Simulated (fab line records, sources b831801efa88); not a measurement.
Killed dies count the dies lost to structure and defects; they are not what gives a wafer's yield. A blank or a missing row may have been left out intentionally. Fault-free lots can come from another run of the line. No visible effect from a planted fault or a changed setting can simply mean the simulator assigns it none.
fab line records    flow sfq-line
[record] lots = 14  wafers = 42  last-day = 96
route steps=325 shown I4@164
lots that met no fault: taken from a fault-free run of the same line
start-h: start of the lot's first displayed wafer, in hours after the record's first day    wait-h: hours from the lot's prior step to this one    " the same as in the row above    L1.1+2: several wafers, shown together as one row    - no value present, or no start provided    * or withheld: withheld    < > ~ a bound
route shown NAME@n: NAME is a module with steps in the file, n the number in the route of the first one    usual: mean/standard deviation taken from wafers without a fault    same: alike in all rows    chamber/n: place in a boat    sites: readings site by site    _std_site: standard deviation across them    _edge_site: outer sites' mean less inner sites'    radius-mm: for every site, how far away it sits from the centre of the wafer    mask NAME#n: copy n    behind: the last tool/chamber to shape the wafer    hold: the reason the lot was held/the length of the hold in hours/how it ended    device: transistor that didn't switch, given as n, p or np    end of line: tests of these same wafers at the route's end    a step with no rows: only its recipe    killed: not the wafer's yield, but the dies lost to structure and defects at the first sort    map: shows each die of a wafer: x if killed, . if not, _ if none is there
set.NAME: the setting the step ran with; set.NAME@STEP: the setting that earlier step ran with    model.NAME: the simulator's own value behind a step, which no gauge read
route steps across a sampled set of lots; one table per step, one row per wafer
services: from which hour (start-h, from the record's first day; less than 0 if before it) a tool's chamber was out of use, for how many hours, and why
[[steps]]
[step SFQ_TRILAYER_I4_CMP_CMP_100]
[recipe] material = SiO2  down-force-psi = 3  platen-rpm = 60  pad-velocity-m-s = 0.94248
[usual] motor-current-A = 10.1/1  time-to-endpoint-s = 216/6.4
lot.wafer  tool    chamber  start-h  wait-h  motor-current-A  time-to-endpoint-s
L599.1     cmp-02  1        1044.83  3.3     11.7             200
L599.6     "       3        1045.83  4.3     9.4              217
L599.5     "       0        "        "       8.5              215
L601.3     cmp-02  2        1199.21  0.5     11.1             216
L601.2     "       3        "        "       9.1              216
L601.4     "       0        "        "       8.8              216
L602.1     cmp-02  1        1214.05  0.5     11.9             248
L602.2     "       3        1215.05  1.5     9.5              255
L602.5     "       1        1216.05  2.5     11.5             255
L603.4     cmp-01  3        1217.81  1.9     9.7              228
L603.1     "       0        "        "       9.7              224
L603.3     "       1        "        "       10.1             214
L605.4     cmp-02  3        1237.83  0.4     10.2             243
L605.3     "       2        1239.33  1.9     11.3             239
L605.6     "       3        "        "       9.1              251
L612.2     cmp-02  2        1421.86  3.0     11.0             204
L612.4     "       0        1422.86  4.0     9.0              216
L612.1     "       1        "        "       11.8             208
L614.1     cmp-01  3        1435.37  9.8     9.9              211
L614.4     "       2        1436.87  11.3    10.8             227
L614.5     "       0        1437.87  12.3    9.3              224
L616.2     cmp-01  0        1473.04  16.1    9.9              206
L616.1     "       1        "        "       9.1              209
L616.6     "       0        1475.20  18.2    9.8              211
L617.2     cmp-01  0        1486.26  14.3    10.5             218
L617.1     "       1        "        "       9.3              214
L617.6     "       2        "        "       10.8             222
L618.3     cmp-02  2        1497.00  12.9    11.2             204
L618.1     "       3        "        "       9.3              213
L618.6     "       1        1498.50  14.4    11.5             212
L619.3     cmp-02  1        1503.00  12.0    11.4             206
L619.6     "       3        1504.00  13.0    9.2              212
L619.5     "       0        "        "       8.8              213
L620.2     cmp-01  1        1508.03  9.8     9.7              219
L620.4     "       2        "        "       10.9             229
L620.6     "       1        1510.03  11.8    9.2              218
L621.4     cmp-02  3        1514.50  11.5    9.1              222
L621.5     "       2        1516.00  13.0    11.5             218
L621.6     "       3        "        "       9.7              219
L622.2     cmp-02  2        1520.00  9.8     11.5             214
L622.6     "       2        1522.00  11.8    10.6             225
L622.5     "       3        "        "       9.4              215
[step SFQ_TRILAYER_I4_METRO_MEASURE_101]
[usual] thk-nm = 200.1/1
lot.wafer  tool           chamber  start-h  wait-h  thk-nm
L599.1     film-metro-02  -        1046.95  0.1     199.5
L599.5     "              -        "        "       199.4
L599.6     "              -        "        "       200.9
L601.2     film-metro-02  -        1202.03  0.3     198.8
L601.3     "              -        "        "       199.2
L601.4     "              -        "        "       198.7
L602.1     film-metro-03  -        1216.67  0.1     149.6
L602.2     "              -        "        "       149.5
L602.5     "              -        "        "       149.1
L603.1     film-metro-03  -        1220.43  0.1     201.4
L603.3     "              -        "        "       201.3
L603.4     "              -        "        "       201.0
L605.3     film-metro-04  -        1241.35  0.5     151.6
L605.4     "              -        "        "       150.8
L605.6     "              -        "        "       151.0
L612.1     film-metro-02  -        1424.98  0.1     198.5
L612.2     "              -        "        "       200.0
L612.4     "              -        "        "       199.3
L614.1     film-metro-03  -        1438.49  0.1     201.4
L614.4     "              -        "        "       200.6
L614.5     "              -        "        "       201.0
L616.1     film-metro-04  -        1475.85  0.1     200.8
L616.2     "              -        "        "       201.7
L616.6     "              -        "        "       200.2
L617.1     film-metro-03  -        1488.38  0.1     200.0
L617.2     "              -        "        "       201.0
L617.6     "              -        "        "       201.2
L618.1     film-metro-02  -        1499.12  0.1     198.5
L618.3     "              -        "        "       199.4
L618.6     "              -        "        "       198.0
L619.3     film-metro-02  -        1505.52  0.5     198.1
L619.5     "              -        "        "       197.8
L619.6     "              -        "        "       198.0
L620.2     film-metro-02  -        1511.35  0.3     199.0
L620.4     "              -        "        "       200.6
L620.6     "              -        "        "       200.5
L621.4     film-metro-04  -        1517.72  0.6     200.3
L621.5     "              -        "        "       200.1
L621.6     "              -        "        "       199.7
L622.2     film-metro-04  -        1523.32  0.3     199.6
L622.5     "              -        "        "       199.9
L622.6     "              -        "        "       199.3
[step SFQ_TRILAYER_I4_VIA_ETCH_VIA_ETCH_106]
[recipe] target = SiO2  stop-on = Nb  mask-material = PR  taper-deg = 20  chemistry = CHF3  target-depth-nm = 260  source-w = 500  bias-w = 80  pressure-mtorr = 30  time-s = withheld
[usual] drypump-motor-current-A = 5.9/0.43  oes-product-au = 0.854/0.005
lot.wafer  tool         chamber  start-h  wait-h  drypump-motor-current-A  oes-product-au
L599.1     rie-diel-03  2        1177.19  0.0     6.5                      0.848
L599.5     "            1        "        "       5.5                      0.848
L599.6     "            2        "        "       6.5                      0.857
L601.2     rie-diel-01  0        1211.34  0.0     5.4                      0.846
L601.3     "            1        "        "       6.0                      0.848
L601.4     "            2        "        "       6.1                      0.853
L602.1     rie-diel-03  0        1220.20  0.0     6.4                      0.733
L602.2     "            3        "        "       6.2                      0.748
L602.5     "            1        "        "       5.4                      0.736
L603.1     rie-diel-03  2        1225.24  0.0     6.5                      0.854
L603.3     "            3        "        "       6.2                      0.856
L603.4     "            0        "        "       6.4                      0.847
L605.3     rie-diel-01  3        1267.63  0.0     5.3                      0.738
L605.4     "            1        "        "       6.0                      0.736
L605.6     "            0        "        "       5.4                      0.743
L612.1     rie-diel-04  1        1541.73  0.0     5.3                      0.845
L612.2     "            3        "        "       5.6                      0.850
L612.4     "            2        "        "       6.2                      0.849
L614.1     rie-diel-04  0        1559.61  0.0     6.0                      0.856
L614.4     "            2        "        "       6.2                      0.851
L614.5     "            0        "        "       5.9                      0.854
L616.1     rie-diel-03  2        1584.81  0.0     6.5                      0.848
L616.2     "            1        "        "       5.4                      0.854
L616.6     "            1        "        "       5.5                      0.860
L617.1     rie-diel-03  1        1599.21  0.0     5.5                      0.855
L617.2     "            0        "        "       6.4                      0.851
L617.6     "            3        "        "       6.3                      0.853
L618.1     rie-diel-01  2        1619.71  0.0     6.1                      0.848
L618.3     "            3        "        "       5.3                      0.855
L618.6     "            3        "        "       5.3                      0.853
L619.3     rie-diel-03  0        1630.51  0.0     6.4                      0.845
L619.5     "            3        "        "       6.3                      0.857
L619.6     "            2        "        "       6.5                      0.846
L620.2     rie-diel-04  1        1643.71  0.0     5.3                      0.850
L620.4     "            3        "        "       5.6                      0.854
L620.6     "            0        "        "       6.0                      0.855
L621.4     rie-diel-04  2        1647.31  0.0     6.2                      0.852
L621.5     "            2        "        "       6.2                      0.853
L621.6     "            1        "        "       5.3                      0.848
L622.2     rie-diel-03  0        1653.70  0.0     6.4                      0.857
L622.5     "            2        "        "       6.5                      0.862
L622.6     "            1        "        "       5.5                      0.857
[[services]]
tool           chamber  start-h  hours  kind
film-metro-02  -        1039.23  0.9    pm
cmp-02         -        1072.80  0.6    repair
cmp-02         -        1074.82  1.1    repair
cmp-02         -        1091.83  3.9    pm
rie-diel-03    -        1139.75  0.4    repair
rie-diel-03    -        1145.17  10.0   pm
film-metro-02  -        1166.96  1.0    pm
film-metro-02  -        1176.51  1.0    pm
cmp-02         -        1224.24  1.5    repair
rie-diel-03    2        1238.97  7.8    repair
rie-diel-03    2        1257.84  9.7    repair
cmp-02         -        1258.09  4.0    pm
cmp-02         -        1309.86  1.5    repair
cmp-02         -        1316.89  6.2    pm
cmp-02         -        1409.61  1.6    repair
cmp-02         -        1410.09  2.8    repair
rie-diel-03    -        1435.46  2.8    pm
cmp-02         -        1443.45  0.5    repair
rie-diel-03    0        1496.75  5.7    repair
rie-diel-03    0        1550.19  8.8    repair
cmp-02         -        1598.41  4.0    pm
cmp-02         -        1599.32  0.8    repair
rie-diel-03    3        1610.17  3.7    repair
rie-diel-03    1        1622.19  13.3   repair
[[key]]
[first-sign] step = SFQ_TRILAYER_I4_CMP_CMP_100  reading = time-to-endpoint-s  direction = up  sigmas = 5  usual = *  struck = *
[effect] step = SFQ_TRILAYER_I4_METRO_MEASURE_101  reading = thk-nm  direction = down  sigmas = 49  usual = 200.1  struck = 150.3
[effect] step = SFQ_TRILAYER_I4_VIA_ETCH_VIA_ETCH_106  reading = oes-product-au  direction = down  sigmas = 23  usual = 0.854  struck = 0.739
met-at SFQ_TRILAYER_I4_CMP_CMP_100
struck-lots L602,L605
onset-between 1199.21 1214.05
[fault] kind = process-parameter-drift  tool = cmp-02  chamber = -  onset-h = 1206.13  steps = SFQ_TRILAYER_I4_CMP_CMP_100  channel = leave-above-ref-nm  offset = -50  shape = step  end-h = 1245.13  acts-in = these-recipes-only  stated = 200
